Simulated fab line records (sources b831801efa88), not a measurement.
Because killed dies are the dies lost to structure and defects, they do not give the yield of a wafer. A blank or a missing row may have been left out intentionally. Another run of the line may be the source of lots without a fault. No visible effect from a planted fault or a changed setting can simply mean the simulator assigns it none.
The tool behind it: which one? ; flow sky130 ; 13 lots with 39 wafers sampled at 7 steps, on a route of 708 steps

== WHAT THE GAUGES SHOWED, per wafer ==
SKY_VT_ADJUST_PCH_OVL_MEAS_07. Usual: VT_ADJUST_PCH_OVL gives -1.3 nm (standard deviation 1.2).
lot;measured;on;VT_ADJUST_PCH_OVL (nm);flag
L456;day 10 23:59;overlay-01;-1.9 -2.4 -3.1;
L457;day 11 04:40;overlay-01;-2.3 -1.5 -2.0;
L458;day 11 15:38;overlay-01;-2.7 -1.0 -1.9;
L459;day 12 00:22;overlay-02;1.7 -0.7 1.1;
L460;day 12 08:25;overlay-01;-0.4 -0.2 -1.3;
L463;day 13 13:07;overlay-01;-0.7 -1.9 -1.0;
L466;day 14 06:49;overlay-02;-0.6 -0.5 -0.7;
L467;day 14 09:19;overlay-02;0.1 1.2 0.3;
L469;day 15 03:13;overlay-01;-1.8 -1.0 -2.0;
L471;day 15 15:58;overlay-01;-2.0 -2.2 -0.2;
L475;day 16 21:58;overlay-01;-3.1 -3.0 -3.7;
L476;day 17 09:01;overlay-01;-2.6 -1.2 -1.1;
L477;day 17 19:31;overlay-01;-2.8 -3.5 -3.1;

SKY_LDD_P_CD_MEAS_07 targets a cd of 380 nm. Usual: cd nm 380.1 nm, standard deviation 2.5.
lot;measured;on;cd nm (nm);flag
L456;day 19 11:55;cd sem-02;375.9 378.2 378.5;
L457;day 19 20:31;cd sem-01;373.8 376.2 374.4;
L458;day 20 09:02;cd sem-02;380.0 381.5 382.0;
L459;day 21 00:23;cd sem-01;383.2 381.2 386.0;
L460;day 22 00:47;cd sem-02;379.9 379.0 376.3;
L463;day 22 13:13;cd sem-02;384.2 381.1 383.6;
L466;day 23 10:35;cd sem-01;382.1 378.9 382.1;
L467;day 23 15:02;cd sem-01;380.2 381.2 379.9;
L469;day 24 12:14;cd sem-02;- - -;OFF
L471;day 25 06:48;cd sem-01;380.7 383.5 378.4;
L475;day 26 03:29;cd sem-01;379.9 381.3 383.1;
L476;day 26 16:18;cd sem-01;378.7 379.4 379.3;
L477;day 28 08:45;cd sem-01;381.8 381.5 379.8;

SKY_LDD_P_TW_MEAS_11. Usual: LDD_P_TW gives 642 (standard deviation 3.5).
lot;measured;on;LDD_P_TW;flag
L456;day 19 12:17;film metro-03;640 643 643;
L457;day 19 20:56;film metro-03;645 645 644;
L458;day 20 09:26;film metro-03;649 647 645;
L459;day 21 00:47;film metro-01;642 645 641;
L460;day 22 01:11;film metro-01;643 643 643;
L463;day 22 13:37;film metro-03;641 640 640;
L466;day 23 11:01;film metro-01;641 643 639;
L467;day 23 15:26;film metro-03;643 641 646;
L469;day 24 12:38;film metro-03;30 30 30;OFF
L471;day 25 07:13;film metro-03;647 645 642;
L475;day 26 03:53;film metro-02;638 635 635;
L476;day 26 16:43;film metro-03;639 636 641;
L477;day 28 09:08;film metro-03;637 638 637;

SKY_LDD_HVP_TW_MEAS_10. Usual: LDD_HVP_TW gives 461.3 (standard deviation 2.3).
lot;measured;on;LDD_HVP_TW;flag
L456;day 22 01:25;film metro-01;462.4 462.4 461.4;
L457;day 22 09:47;film metro-04;460.1 462.5 459.8;
L458;day 22 21:52;film metro-01;460.8 461.7 462.4;
L459;day 23 12:23;film metro-01;460.5 461.7 457.3;
L460;day 24 12:17;film metro-01;455.4 459.3 456.1;
L463;day 25 00:54;film metro-04;463.6 466.1 465.0;
L466;day 25 22:19;film metro-04;464.1 464.4 463.9;
L467;day 26 02:41;film metro-03;461.2 461.0 459.9;
L469;day 26 23:05;film metro-01;706.2 705.1 704.4;OFF
L471;day 27 18:02;film metro-01;459.1 458.3 459.9;
L475;day 28 15:28;film metro-04;465.9 461.8 463.5;
L476;day 29 04:10;film metro-04;461.2 464.4 462.6;
L477;day 30 16:06;film metro-01;461.6 463.7 459.1;

== TOOL THAT RAN EACH LOT (tool first, then ch and the chambers of the sampled wafers, then the start) ==
lot;SKY_SONOS_ONO_STRIP_17;SKY_LDD_P_EXPOSE_04;SKY_LDD_HVP_STRIP_09
L456;plasma asher-01 ch 0,1, day 13 05:24;iline stepper-01 ch 0, day 18 21:02;plasma asher-02 ch 0,1, day 22 01:20
L457;plasma asher-01 ch 0,1, day 13 15:10;iline stepper-01 ch 0, day 19 05:32;plasma asher-03 ch 0,1, day 22 09:41
L458;plasma asher-03 ch 0,1, day 14 00:16;iline stepper-01 ch 0, day 19 17:58;plasma asher-03 ch 0,1, day 22 21:46
L459;plasma asher-03 ch 0,1, day 14 08:38;iline stepper-02 ch 0, day 20 09:51;plasma asher-03 ch 0,1, day 23 12:17
L460;plasma asher-02 ch 0,1, day 15 09:12;iline stepper-02 ch 0, day 21 10:07;plasma asher-03 ch 0,1, day 24 12:11
L463;plasma asher-03 ch 0,1, day 15 22:40;iline stepper-02 ch 0, day 21 22:39;plasma asher-03 ch 0,1, day 25 00:47
L466;plasma asher-01 ch 0,1, day 16 19:46;iline stepper-01 ch 0, day 22 20:29;plasma asher-04 ch 0,1, day 25 22:13
L467;plasma asher-01 ch 0,1, day 16 21:03;iline stepper-01 ch 0, day 23 00:13;plasma asher-02 ch 0,1, day 26 02:35
L469;plasma asher-02 ch 0,1, day 17 19:21;iline stepper-02 ch 0, day 23 21:55;plasma asher-04 ch 0,1, day 26 22:59
L471;plasma asher-02 ch 0,1, day 18 13:48;iline stepper-02 ch 0, day 24 16:02;plasma asher-02 ch 0,1, day 27 17:56
L475;plasma asher-01 ch 0,1, day 19 12:58;iline stepper-02 ch 0, day 25 13:33;plasma asher-02 ch 0,1, day 28 15:22
L476;plasma asher-01 ch 0,1, day 20 03:52;iline stepper-02 ch 0, day 26 01:34;plasma asher-04 ch 0,1, day 29 04:04
L477;plasma asher-01 ch 1, day 20 15:01;iline stepper-02 ch 0, day 27 18:08;plasma asher-04 ch 0,1, day 30 15:59
- SKY_SONOS_ONO_STRIP_17: strips in O2/N2.
- SKY_LDD_P_EXPOSE_04: exposes mask PSDM, target cd 380 nm.
- SKY_LDD_HVP_STRIP_09: strips in O2/N2.

== AS READ BY THE TOOLS THEMSELVES (means over the sampled wafers that have a number; for cases with no such wafer, the mark the record gives instead) ==
SKY_SONOS_ONO_STRIP_17. Usual: drypump motor current A 6.0 A, standard deviation 0.35; oes product au 0.710 a.u., standard deviation 0.0046; strip time to endpoint s 14.09 s, standard deviation 0.041.
lot;tool;drypump motor current A (A);oes product au (a.u.);strip time to endpoint s (s);flag
L456;plasma asher-01;5.8;0.709;14.02;
L457;plasma asher-01;5.8;0.711;14.10;
L458;plasma asher-03;6.1;0.715;14.07;
L459;plasma asher-03;6.1;0.711;14.05;
L460;plasma asher-02;6.2;0.709;14.18;
L463;plasma asher-03;6.1;0.708;14.10;
L466;plasma asher-01;6.0;0.710;14.13;
L467;plasma asher-01;5.7;0.709;14.06;
L469;plasma asher-02;6.2;0.713;14.14;
L471;plasma asher-02;6.2;0.712;14.08;
L475;plasma asher-01;5.8;0.708;14.07;
L476;plasma asher-01;6.0;0.707;14.15;
L477;plasma asher-01;6.3;0.713;14.08;

SKY_LDD_P_EXPOSE_04. Usual: stage vel mm s 500.02 mm/s, standard deviation 0.24.
lot;tool;stage vel mm s (mm/s);flag
L456;iline stepper-01;499.91;
L457;iline stepper-01;499.83;
L458;iline stepper-01;499.86;
L459;iline stepper-02;499.80;
L460;iline stepper-02;500.30;
L463;iline stepper-02;500.10;
L466;iline stepper-01;500.23;
L467;iline stepper-01;500.03;
L469;iline stepper-02;500.32;
L471;iline stepper-02;499.88;
L475;iline stepper-02;500.16;
L476;iline stepper-02;499.68;
L477;iline stepper-02;500.07;

SKY_LDD_HVP_STRIP_09. Usual: drypump motor current A 5.9 A, standard deviation 0.35; oes product au 0.408 a.u., standard deviation 0.0041; strip time to endpoint s 4.137 s, standard deviation 0.014.
lot;tool;drypump motor current A (A);oes product au (a.u.);strip time to endpoint s (s);flag
L456;plasma asher-02;6.2;0.407;4.139;
L457;plasma asher-03;6.1;0.410;4.136;
L458;plasma asher-03;6.1;0.411;4.142;
L459;plasma asher-03;6.1;0.409;4.139;
L460;plasma asher-03;6.1;0.405;4.124;
L463;plasma asher-03;6.1;0.406;4.118;
L466;plasma asher-04;5.7;0.405;4.135;
L467;plasma asher-02;6.2;0.411;4.125;
L469;plasma asher-04;5.7;0.406;4.152;
L471;plasma asher-02;6.1;0.407;4.122;
L475;plasma asher-02;6.2;0.407;4.120;
L476;plasma asher-04;5.5;0.411;4.131;
L477;plasma asher-04;5.7;0.405;4.154;

== THE ANSWER, worked out from the rows above alone ==
Rule: take the mean of a lot's wafers that have a number; if it is more than 3 standard deviations from the usual mean, the lot is off. A lot without any number at a reading at which 4 lots or more have one is off too. The other lots that the step has rows for count as sound. First the gauges in route order, then the tools' own readings, where a lot's mean is used as printed above. At the first step where some lot is off, the reading lying furthest off is the one used; lots without a number count as furthest.
Off: L469, at SKY_LDD_P_CD_MEAS_07 (cd nm). Without a number there: L469.
If a tool, at a process step before that reading, ran all the lots that are off and no sound lot after the first of them, it fits. The gauges at SKY_LDD_P_CD_MEAS_07 aren't tried: what is off there is off at SKY_LDD_P_TW_MEAS_11 too, on other tools, and a gauge's error can't cause that. Of those tried, none fits.

== WHAT THE SIMULATOR HAD INSERTED ==
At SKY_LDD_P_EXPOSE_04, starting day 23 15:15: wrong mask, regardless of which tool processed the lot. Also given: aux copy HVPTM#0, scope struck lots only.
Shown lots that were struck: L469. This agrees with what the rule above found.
